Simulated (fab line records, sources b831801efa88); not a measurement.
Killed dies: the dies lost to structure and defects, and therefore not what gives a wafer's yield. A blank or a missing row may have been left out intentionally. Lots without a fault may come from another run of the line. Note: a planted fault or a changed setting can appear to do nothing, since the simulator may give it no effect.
fab line records / flow gf180mcu
record lots=15 wafers=45 last_day=34
route steps=602 shown STI@22 LVPWELL@61 V1@336
lots untouched by any fault: they come from a run of this same line in which no faults occurred
start_h: start of the lot's first displayed wafer, in hours after the record's first day / wait_h: hours since the lot's step before / " the same as in the row above / L1.1+2: several wafers, shown together as one row / - value missing, or start not given / * or withheld: withheld / < > ~ a bound
route shown NAME@n: names a module that has steps shown in the file, with the first one's number in the route / usual: average and standard deviation across the fault-free wafers / same: alike in all rows / chamber/n: place in a boat / sites: the reading at each site / _std_site: the values' standard deviation / _edge_site: mean of outer sites minus mean of inner sites / radius_mm: for every site, how far away it sits from the centre of the wafer / mask NAME#n: copy n / behind: the tool/chamber that last shaped the wafer / hold: cause of the lot's hold/its duration in hours/its outcome / device: transistor that didn't switch, given as n, p or np / end of line: the route-end tests of the same wafers / where a step has no rows: the recipe by itself / killed: count of dies lost to structure and defects at first sort (not the wafer's yield) / map: the dies of a wafer, with x for killed, . for not killed, _ for no die there
set.NAME: the setting as run; set.NAME@STEP: as run at that earlier step / model.NAME: the simulator's own value behind a step, which no gauge read
steps of the route over a sample of lots; a table a step, a row a wafer
services: the hour from which a tool's chamber was out of use, counted from the record's first day as start_h (under 0 if before that day), plus the number of hours and why
## steps
# step GF_STI_OXIDATION_21
# recipe temp_c=1000 ambient=O2 stabilise_s=600 purge_s=300 target_thk_a=150 ox_time_s=458
# usual ox_temp_c=1000.0/0.45 ox_temp_c_max=1005.3/2.1 zone_power_centre_pct=24.4/2.1
lot.wafer=L471.2 tool=furnace-02 chamber=0 start_h=24.94 wait_h=0.0 ox_temp_c=1000.5 ox_temp_c_max=1007.9 zone_power_centre_pct=22.5
lot.wafer=L471.4 tool=furnace-02 chamber=0 start_h=24.94 wait_h=0.0 ox_temp_c=1001.3 ox_temp_c_max=1008.4 zone_power_centre_pct=22.2
lot.wafer=L471.5 tool=furnace-02 chamber=0 start_h=24.94 wait_h=0.0 ox_temp_c=1000.7 ox_temp_c_max=1008.0 zone_power_centre_pct=22.3
lot.wafer=L473.2 tool=furnace-01 chamber=0 start_h=35.64 wait_h=0.0 ox_temp_c=1000.0 ox_temp_c_max=1003.7 zone_power_centre_pct=26.6
lot.wafer=L473.5 tool=furnace-01 chamber=0 start_h=35.64 wait_h=0.0 ox_temp_c=1000.1 ox_temp_c_max=1003.5 zone_power_centre_pct=26.7
lot.wafer=L473.6 tool=furnace-01 chamber=0 start_h=35.64 wait_h=0.0 ox_temp_c=1000.1 ox_temp_c_max=1004.0 zone_power_centre_pct=26.3
lot.wafer=L475.1 tool=furnace-01 chamber=0 start_h=47.75 wait_h=1.2 ox_temp_c=999.4 ox_temp_c_max=1002.5 zone_power_centre_pct=26.0
lot.wafer=L475.5 tool=furnace-01 chamber=0 start_h=47.75 wait_h=1.2 ox_temp_c=999.1 ox_temp_c_max=1002.2 zone_power_centre_pct=25.9
lot.wafer=L475.6 tool=furnace-01 chamber=0 start_h=47.75 wait_h=1.2 ox_temp_c=998.6 ox_temp_c_max=1001.7 zone_power_centre_pct=26.8
lot.wafer=L476.3 tool=furnace-01 chamber=0 start_h=52.02 wait_h=0.0 ox_temp_c=1000.0 ox_temp_c_max=1003.1 zone_power_centre_pct=26.8
lot.wafer=L476.4 tool=furnace-01 chamber=0 start_h=52.02 wait_h=0.0 ox_temp_c=999.9 ox_temp_c_max=1003.3 zone_power_centre_pct=26.4
lot.wafer=L476.6 tool=furnace-01 chamber=0 start_h=52.02 wait_h=0.0 ox_temp_c=999.3 ox_temp_c_max=1002.9 zone_power_centre_pct=26.6
lot.wafer=L477.1 tool=furnace-02 chamber=0 start_h=56.74 wait_h=0.0 ox_temp_c=999.4 ox_temp_c_max=1006.2 zone_power_centre_pct=22.7
lot.wafer=L477.2 tool=furnace-02 chamber=0 start_h=56.74 wait_h=0.0 ox_temp_c=1000.1 ox_temp_c_max=1008.8 zone_power_centre_pct=22.4
lot.wafer=L477.5 tool=furnace-02 chamber=0 start_h=56.74 wait_h=0.0 ox_temp_c=999.5 ox_temp_c_max=1005.4 zone_power_centre_pct=22.2
lot.wafer=L478.1 tool=furnace-02 chamber=0 start_h=63.65 wait_h=0.0 ox_temp_c=1000.5 ox_temp_c_max=1006.7 zone_power_centre_pct=22.6
lot.wafer=L478.2 tool=furnace-02 chamber=0 start_h=63.65 wait_h=0.0 ox_temp_c=1000.0 ox_temp_c_max=1007.1 zone_power_centre_pct=22.0
lot.wafer=L478.3 tool=furnace-02 chamber=0 start_h=63.65 wait_h=0.0 ox_temp_c=1000.6 ox_temp_c_max=1007.4 zone_power_centre_pct=22.7
lot.wafer=L479.4 tool=furnace-01 chamber=0 start_h=70.76 wait_h=3.2 ox_temp_c=999.5 ox_temp_c_max=1003.2 zone_power_centre_pct=26.0
lot.wafer=L479.5 tool=furnace-01 chamber=0 start_h=70.76 wait_h=3.2 ox_temp_c=999.2 ox_temp_c_max=1002.8 zone_power_centre_pct=26.5
lot.wafer=L479.6 tool=furnace-01 chamber=0 start_h=70.76 wait_h=3.2 ox_temp_c=999.9 ox_temp_c_max=1004.7 zone_power_centre_pct=26.5
lot.wafer=L480.4 tool=furnace-02 chamber=0 start_h=72.67 wait_h=0.0 ox_temp_c=999.8 ox_temp_c_max=1006.7 zone_power_centre_pct=22.6
lot.wafer=L480.5 tool=furnace-02 chamber=0 start_h=72.67 wait_h=0.0 ox_temp_c=1000.0 ox_temp_c_max=1008.1 zone_power_centre_pct=22.2
lot.wafer=L480.6 tool=furnace-02 chamber=0 start_h=72.67 wait_h=0.0 ox_temp_c=1000.0 ox_temp_c_max=1008.8 zone_power_centre_pct=22.4
lot.wafer=L481.4 tool=furnace-02 chamber=0 start_h=77.16 wait_h=0.0 ox_temp_c=1000.0 ox_temp_c_max=1007.8 zone_power_centre_pct=22.4
lot.wafer=L481.5 tool=furnace-02 chamber=0 start_h=77.16 wait_h=0.0 ox_temp_c=1000.4 ox_temp_c_max=1008.0 zone_power_centre_pct=22.4
lot.wafer=L481.6 tool=furnace-02 chamber=0 start_h=77.16 wait_h=0.0 ox_temp_c=999.8 ox_temp_c_max=1005.1 zone_power_centre_pct=22.4
lot.wafer=L485.2 tool=furnace-02 chamber=- start_h=99.11 wait_h=0.3 ox_temp_c=- ox_temp_c_max=- zone_power_centre_pct=-
lot.wafer=L485.3 tool=furnace-02 chamber=- start_h=99.11 wait_h=0.3 ox_temp_c=- ox_temp_c_max=- zone_power_centre_pct=-
lot.wafer=L485.6 tool=furnace-02 chamber=- start_h=99.11 wait_h=0.3 ox_temp_c=- ox_temp_c_max=- zone_power_centre_pct=-
lot.wafer=L486.1 tool=furnace-01 chamber=- start_h=105.60 wait_h=0.0 ox_temp_c=- ox_temp_c_max=- zone_power_centre_pct=-
lot.wafer=L486.4 tool=furnace-01 chamber=- start_h=105.60 wait_h=0.0 ox_temp_c=- ox_temp_c_max=- zone_power_centre_pct=-
lot.wafer=L486.5 tool=furnace-01 chamber=- start_h=105.60 wait_h=0.0 ox_temp_c=- ox_temp_c_max=- zone_power_centre_pct=-
lot.wafer=L487.1 tool=furnace-02 chamber=- start_h=109.21 wait_h=0.8 ox_temp_c=- ox_temp_c_max=- zone_power_centre_pct=-
lot.wafer=L487.5 tool=furnace-02 chamber=- start_h=109.21 wait_h=0.8 ox_temp_c=- ox_temp_c_max=- zone_power_centre_pct=-
lot.wafer=L487.6 tool=furnace-02 chamber=- start_h=109.21 wait_h=0.8 ox_temp_c=- ox_temp_c_max=- zone_power_centre_pct=-
lot.wafer=L492.2 tool=furnace-02 chamber=0 start_h=134.52 wait_h=0.0 ox_temp_c=1000.3 ox_temp_c_max=1007.1 zone_power_centre_pct=22.4
lot.wafer=L492.3 tool=furnace-02 chamber=0 start_h=134.52 wait_h=0.0 ox_temp_c=1000.0 ox_temp_c_max=1010.2 zone_power_centre_pct=22.2
lot.wafer=L492.5 tool=furnace-02 chamber=0 start_h=134.52 wait_h=0.0 ox_temp_c=1000.1 ox_temp_c_max=1007.7 zone_power_centre_pct=22.3
lot.wafer=L493.2 tool=furnace-02 chamber=0 start_h=141.34 wait_h=0.7 ox_temp_c=1000.0 ox_temp_c_max=1006.8 zone_power_centre_pct=22.3
lot.wafer=L493.3 tool=furnace-02 chamber=0 start_h=141.34 wait_h=0.7 ox_temp_c=1000.1 ox_temp_c_max=1006.4 zone_power_centre_pct=22.4
lot.wafer=L493.6 tool=furnace-02 chamber=0 start_h=141.34 wait_h=0.7 ox_temp_c=1000.4 ox_temp_c_max=1007.0 zone_power_centre_pct=22.2
lot.wafer=L494.2 tool=furnace-02 chamber=0 start_h=145.85 wait_h=0.5 ox_temp_c=999.7 ox_temp_c_max=1007.1 zone_power_centre_pct=22.0
lot.wafer=L494.3 tool=furnace-02 chamber=0 start_h=145.85 wait_h=0.5 ox_temp_c=999.7 ox_temp_c_max=1004.9 zone_power_centre_pct=22.4
lot.wafer=L494.6 tool=furnace-02 chamber=0 start_h=145.85 wait_h=0.5 ox_temp_c=999.4 ox_temp_c_max=1005.3 zone_power_centre_pct=22.4
# step GF_LVPWELL_OVL_MEAS_07
# usual LVPWELL_OVL=-1.0/1.7
lot.wafer=L471.2 tool=overlay-01 chamber=- start_h=68.24 wait_h=- LVPWELL_OVL[nm]=-2.4
lot.wafer=L471.4 tool=overlay-01 chamber=- start_h=68.24 wait_h=- LVPWELL_OVL[nm]=-0.8
lot.wafer=L471.5 tool=overlay-01 chamber=- start_h=68.24 wait_h=- LVPWELL_OVL[nm]=-1.0
lot.wafer=L473.2 tool=overlay-01 chamber=- start_h=79.64 wait_h=- LVPWELL_OVL[nm]=-3.9
lot.wafer=L473.5 tool=overlay-01 chamber=- start_h=79.64 wait_h=- LVPWELL_OVL[nm]=-2.3
lot.wafer=L473.6 tool=overlay-01 chamber=- start_h=79.64 wait_h=- LVPWELL_OVL[nm]=-2.8
lot.wafer=L475.1 tool=overlay-01 chamber=- start_h=92.03 wait_h=- LVPWELL_OVL[nm]=-1.7
lot.wafer=L475.5 tool=overlay-01 chamber=- start_h=92.03 wait_h=- LVPWELL_OVL[nm]=0.1
lot.wafer=L475.6 tool=overlay-01 chamber=- start_h=92.03 wait_h=- LVPWELL_OVL[nm]=-0.6
lot.wafer=L476.3 tool=overlay-02 chamber=- start_h=97.35 wait_h=- LVPWELL_OVL[nm]=0.8
lot.wafer=L476.4 tool=overlay-02 chamber=- start_h=97.35 wait_h=- LVPWELL_OVL[nm]=0.9
lot.wafer=L476.6 tool=overlay-02 chamber=- start_h=97.35 wait_h=- LVPWELL_OVL[nm]=0.5
lot.wafer=L477.1 tool=overlay-02 chamber=- start_h=101.08 wait_h=- LVPWELL_OVL[nm]=-2.1
lot.wafer=L477.2 tool=overlay-02 chamber=- start_h=101.08 wait_h=- LVPWELL_OVL[nm]=-0.4
lot.wafer=L477.5 tool=overlay-02 chamber=- start_h=101.08 wait_h=- LVPWELL_OVL[nm]=-1.5
lot.wafer=L478.1 tool=overlay-01 chamber=- start_h=113.53 wait_h=- LVPWELL_OVL[nm]=3.7
lot.wafer=L478.2 tool=overlay-01 chamber=- start_h=113.53 wait_h=- LVPWELL_OVL[nm]=3.5
lot.wafer=L478.3 tool=overlay-01 chamber=- start_h=113.53 wait_h=- LVPWELL_OVL[nm]=2.9
lot.wafer=L479.4 tool=overlay-01 chamber=- start_h=118.25 wait_h=- LVPWELL_OVL[nm]=-3.2
lot.wafer=L479.5 tool=overlay-01 chamber=- start_h=118.25 wait_h=- LVPWELL_OVL[nm]=-1.6
lot.wafer=L479.6 tool=overlay-01 chamber=- start_h=118.25 wait_h=- LVPWELL_OVL[nm]=-3.4
lot.wafer=L480.4 tool=overlay-01 chamber=- start_h=120.50 wait_h=- LVPWELL_OVL[nm]=0.4
lot.wafer=L480.5 tool=overlay-01 chamber=- start_h=120.50 wait_h=- LVPWELL_OVL[nm]=-0.2
lot.wafer=L480.6 tool=overlay-01 chamber=- start_h=120.50 wait_h=- LVPWELL_OVL[nm]=1.3
lot.wafer=L481.4 tool=overlay-02 chamber=- start_h=124.50 wait_h=- LVPWELL_OVL[nm]=-0.8
lot.wafer=L481.5 tool=overlay-02 chamber=- start_h=124.50 wait_h=- LVPWELL_OVL[nm]=-0.1
lot.wafer=L481.6 tool=overlay-02 chamber=- start_h=124.50 wait_h=- LVPWELL_OVL[nm]=-2.3
lot.wafer=L492.2 tool=overlay-02 chamber=- start_h=187.84 wait_h=- LVPWELL_OVL[nm]=-2.0
lot.wafer=L492.3 tool=overlay-02 chamber=- start_h=187.84 wait_h=- LVPWELL_OVL[nm]=-2.4
lot.wafer=L492.5 tool=overlay-02 chamber=- start_h=187.84 wait_h=- LVPWELL_OVL[nm]=-2.0
lot.wafer=L493.2 tool=overlay-01 chamber=- start_h=195.69 wait_h=- LVPWELL_OVL[nm]=-0.9
lot.wafer=L493.3 tool=overlay-01 chamber=- start_h=195.69 wait_h=- LVPWELL_OVL[nm]=-0.2
lot.wafer=L493.6 tool=overlay-01 chamber=- start_h=195.69 wait_h=- LVPWELL_OVL[nm]=-2.4
lot.wafer=L494.2 tool=overlay-01 chamber=- start_h=200.04 wait_h=- LVPWELL_OVL[nm]=-4.7
lot.wafer=L494.3 tool=overlay-01 chamber=- start_h=200.04 wait_h=- LVPWELL_OVL[nm]=-2.5
lot.wafer=L494.6 tool=overlay-01 chamber=- start_h=200.04 wait_h=- LVPWELL_OVL[nm]=-3.6
# step GF_V1_THK_MEAS_01
# recipe reads=SiO2_of_V1_CVD_00
# usual V1_CVD_00_THK=602/6.9
lot.wafer=L471.2 tool=film_metro-01 chamber=- start_h=388.76 wait_h=0.0 V1_CVD_00_THK[nm]=595
lot.wafer=L471.4 tool=film_metro-01 chamber=- start_h=388.76 wait_h=0.0 V1_CVD_00_THK[nm]=593
lot.wafer=L471.5 tool=film_metro-01 chamber=- start_h=388.76 wait_h=0.0 V1_CVD_00_THK[nm]=600
lot.wafer=L473.2 tool=film_metro-04 chamber=- start_h=411.30 wait_h=0.0 V1_CVD_00_THK[nm]=617
lot.wafer=L473.5 tool=film_metro-04 chamber=- start_h=411.30 wait_h=0.0 V1_CVD_00_THK[nm]=603
lot.wafer=L473.6 tool=film_metro-04 chamber=- start_h=411.30 wait_h=0.0 V1_CVD_00_THK[nm]=612
lot.wafer=L475.1 tool=film_metro-02 chamber=- start_h=429.56 wait_h=0.0 V1_CVD_00_THK[nm]=610
lot.wafer=L475.5 tool=film_metro-02 chamber=- start_h=429.56 wait_h=0.0 V1_CVD_00_THK[nm]=612
lot.wafer=L475.6 tool=film_metro-02 chamber=- start_h=429.56 wait_h=0.0 V1_CVD_00_THK[nm]=612
lot.wafer=L476.3 tool=film_metro-02 chamber=- start_h=445.57 wait_h=0.1 V1_CVD_00_THK[nm]=592
lot.wafer=L476.4 tool=film_metro-02 chamber=- start_h=445.57 wait_h=0.1 V1_CVD_00_THK[nm]=604
lot.wafer=L476.6 tool=film_metro-02 chamber=- start_h=445.57 wait_h=0.1 V1_CVD_00_THK[nm]=608
lot.wafer=L477.1 tool=film_metro-02 chamber=- start_h=449.56 wait_h=0.0 V1_CVD_00_THK[nm]=607
lot.wafer=L477.2 tool=film_metro-02 chamber=- start_h=449.56 wait_h=0.0 V1_CVD_00_THK[nm]=591
lot.wafer=L477.5 tool=film_metro-02 chamber=- start_h=449.56 wait_h=0.0 V1_CVD_00_THK[nm]=602
lot.wafer=L478.1 tool=film_metro-01 chamber=- start_h=471.35 wait_h=0.0 V1_CVD_00_THK[nm]=599
lot.wafer=L478.2 tool=film_metro-01 chamber=- start_h=471.35 wait_h=0.0 V1_CVD_00_THK[nm]=606
lot.wafer=L478.3 tool=film_metro-01 chamber=- start_h=471.35 wait_h=0.0 V1_CVD_00_THK[nm]=605
lot.wafer=L479.4 tool=film_metro-02 chamber=- start_h=477.70 wait_h=0.0 V1_CVD_00_THK[nm]=593
lot.wafer=L479.5 tool=film_metro-02 chamber=- start_h=477.70 wait_h=0.0 V1_CVD_00_THK[nm]=607
lot.wafer=L479.6 tool=film_metro-02 chamber=- start_h=477.70 wait_h=0.0 V1_CVD_00_THK[nm]=603
lot.wafer=L480.4 tool=film_metro-02 chamber=- start_h=478.95 wait_h=0.0 V1_CVD_00_THK[nm]=602
lot.wafer=L480.5 tool=film_metro-02 chamber=- start_h=478.95 wait_h=0.0 V1_CVD_00_THK[nm]=599
lot.wafer=L480.6 tool=film_metro-02 chamber=- start_h=478.95 wait_h=0.0 V1_CVD_00_THK[nm]=607
lot.wafer=L481.4 tool=film_metro-01 chamber=- start_h=490.06 wait_h=0.0 V1_CVD_00_THK[nm]=610
lot.wafer=L481.5 tool=film_metro-01 chamber=- start_h=490.06 wait_h=0.0 V1_CVD_00_THK[nm]=599
lot.wafer=L481.6 tool=film_metro-01 chamber=- start_h=490.06 wait_h=0.0 V1_CVD_00_THK[nm]=615
lot.wafer=L492.2 tool=film_metro-02 chamber=- start_h=580.33 wait_h=0.0 V1_CVD_00_THK[nm]=595
lot.wafer=L492.3 tool=film_metro-02 chamber=- start_h=580.33 wait_h=0.0 V1_CVD_00_THK[nm]=605
lot.wafer=L492.5 tool=film_metro-02 chamber=- start_h=580.33 wait_h=0.0 V1_CVD_00_THK[nm]=597
lot.wafer=L493.2 tool=film_metro-02 chamber=- start_h=582.28 wait_h=0.0 V1_CVD_00_THK[nm]=604
lot.wafer=L493.3 tool=film_metro-02 chamber=- start_h=582.28 wait_h=0.0 V1_CVD_00_THK[nm]=606
lot.wafer=L493.6 tool=film_metro-02 chamber=- start_h=582.28 wait_h=0.0 V1_CVD_00_THK[nm]=608
lot.wafer=L494.2 tool=film_metro-01 chamber=- start_h=588.39 wait_h=0.0 V1_CVD_00_THK[nm]=599
lot.wafer=L494.3 tool=film_metro-01 chamber=- start_h=588.39 wait_h=0.0 V1_CVD_00_THK[nm]=607
lot.wafer=L494.6 tool=film_metro-01 chamber=- start_h=588.39 wait_h=0.0 V1_CVD_00_THK[nm]=608
# step GF_V1_BOW_MEAS_05
# recipe mode=bow
# usual V1_BOW=82/6.8
lot.wafer=L471.2 tool=film_metro-04 chamber=- start_h=389.26 wait_h=0.3 V1_BOW[um]=83
lot.wafer=L471.4 tool=film_metro-04 chamber=- start_h=389.26 wait_h=0.3 V1_BOW[um]=87
lot.wafer=L471.5 tool=film_metro-04 chamber=- start_h=389.26 wait_h=0.3 V1_BOW[um]=86
lot.wafer=L473.2 tool=film_metro-04 chamber=- start_h=411.80 wait_h=0.3 V1_BOW[um]=91
lot.wafer=L473.5 tool=film_metro-04 chamber=- start_h=411.80 wait_h=0.3 V1_BOW[um]=84
lot.wafer=L473.6 tool=film_metro-04 chamber=- start_h=411.80 wait_h=0.3 V1_BOW[um]=71
lot.wafer=L475.1 tool=film_metro-01 chamber=- start_h=430.15 wait_h=0.1 V1_BOW[um]=74
lot.wafer=L475.5 tool=film_metro-01 chamber=- start_h=430.15 wait_h=0.1 V1_BOW[um]=72
lot.wafer=L475.6 tool=film_metro-01 chamber=- start_h=430.15 wait_h=0.1 V1_BOW[um]=90
lot.wafer=L476.3 tool=film_metro-04 chamber=- start_h=446.08 wait_h=0.2 V1_BOW[um]=82
lot.wafer=L476.4 tool=film_metro-04 chamber=- start_h=446.08 wait_h=0.2 V1_BOW[um]=87
lot.wafer=L476.6 tool=film_metro-04 chamber=- start_h=446.08 wait_h=0.2 V1_BOW[um]=83
lot.wafer=L477.1 tool=film_metro-04 chamber=- start_h=450.05 wait_h=0.1 V1_BOW[um]=84
lot.wafer=L477.2 tool=film_metro-04 chamber=- start_h=450.05 wait_h=0.1 V1_BOW[um]=92
lot.wafer=L477.5 tool=film_metro-04 chamber=- start_h=450.05 wait_h=0.1 V1_BOW[um]=93
lot.wafer=L478.1 tool=film_metro-01 chamber=- start_h=471.84 wait_h=0.1 V1_BOW[um]=78
lot.wafer=L478.2 tool=film_metro-01 chamber=- start_h=471.84 wait_h=0.1 V1_BOW[um]=91
lot.wafer=L478.3 tool=film_metro-01 chamber=- start_h=471.84 wait_h=0.1 V1_BOW[um]=73
lot.wafer=L479.4 tool=film_metro-01 chamber=- start_h=478.22 wait_h=0.2 V1_BOW[um]=83
lot.wafer=L479.5 tool=film_metro-01 chamber=- start_h=478.22 wait_h=0.2 V1_BOW[um]=83
lot.wafer=L479.6 tool=film_metro-01 chamber=- start_h=478.22 wait_h=0.2 V1_BOW[um]=81
lot.wafer=L480.4 tool=film_metro-01 chamber=- start_h=479.47 wait_h=0.2 V1_BOW[um]=79
lot.wafer=L480.5 tool=film_metro-01 chamber=- start_h=479.47 wait_h=0.2 V1_BOW[um]=81
lot.wafer=L480.6 tool=film_metro-01 chamber=- start_h=479.47 wait_h=0.2 V1_BOW[um]=83
lot.wafer=L481.4 tool=film_metro-01 chamber=- start_h=490.58 wait_h=0.3 V1_BOW[um]=74
lot.wafer=L481.5 tool=film_metro-01 chamber=- start_h=490.58 wait_h=0.3 V1_BOW[um]=79
lot.wafer=L481.6 tool=film_metro-01 chamber=- start_h=490.58 wait_h=0.3 V1_BOW[um]=85
lot.wafer=L492.2 tool=film_metro-01 chamber=- start_h=580.83 wait_h=0.2 V1_BOW[um]=88
lot.wafer=L492.3 tool=film_metro-01 chamber=- start_h=580.83 wait_h=0.2 V1_BOW[um]=92
lot.wafer=L492.5 tool=film_metro-01 chamber=- start_h=580.83 wait_h=0.2 V1_BOW[um]=81
lot.wafer=L493.2 tool=film_metro-01 chamber=- start_h=582.80 wait_h=0.2 V1_BOW[um]=78
lot.wafer=L493.3 tool=film_metro-01 chamber=- start_h=582.80 wait_h=0.2 V1_BOW[um]=93
lot.wafer=L493.6 tool=film_metro-01 chamber=- start_h=582.80 wait_h=0.2 V1_BOW[um]=81
lot.wafer=L494.2 tool=film_metro-02 chamber=- start_h=588.89 wait_h=0.3 V1_BOW[um]=78
lot.wafer=L494.3 tool=film_metro-02 chamber=- start_h=588.89 wait_h=0.3 V1_BOW[um]=80
lot.wafer=L494.6 tool=film_metro-02 chamber=- start_h=588.89 wait_h=0.3 V1_BOW[um]=84
## services
tool=furnace-01 chamber=- start_h=67.23 hours=3.5 kind=pm
tool=furnace-02 chamber=- start_h=83.89 hours=2.9 kind=pm
tool=furnace-01 chamber=- start_h=98.25 hours=3.5 kind=pm
## key
first_sign step=GF_STI_OXIDATION_21 reading=tool_record direction=missing
effect none on later readings
met_at GF_STI_OXIDATION_21
struck_lots L485,L486,L487
later_rows_left_out L485.2,L485.3,L485.6,L486.1,L486.4,L486.5,L487.1,L487.5,L487.6
sort_left_out L485.2,L485.3,L485.6,L486.1,L486.4,L486.5,L487.1,L487.5,L487.6
tester_left_out L485,L486,L487
not_acting_at GF_LVPWELL_OVL_MEAS_07,GF_V1_THK_MEAS_01,GF_V1_BOW_MEAS_05
onset_between 77.16 99.11
fault kind=skipped_step_whole tool=furnace-01,furnace-02 chamber=- onset_h=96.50 steps=GF_STI_OXIDATION_21 scope=struck_lots_only
# tester_left_out: of these lots the tester's yield and bins aren't shown, on N5 and GAA mostly nor the transistor test; their killed dies are dies lost to structure and defects alone, not to doping, threshold or leakage, so they don't give the yield
# sort_left_out: the simulated sort isn't trusted on such a fault, so these wafers' sort isn't shown, and their yield isn't known
# later_rows_left_out: the simulator's readings of these wafers behind a module that went badly wrong aren't trusted and aren't shown, but for the sort
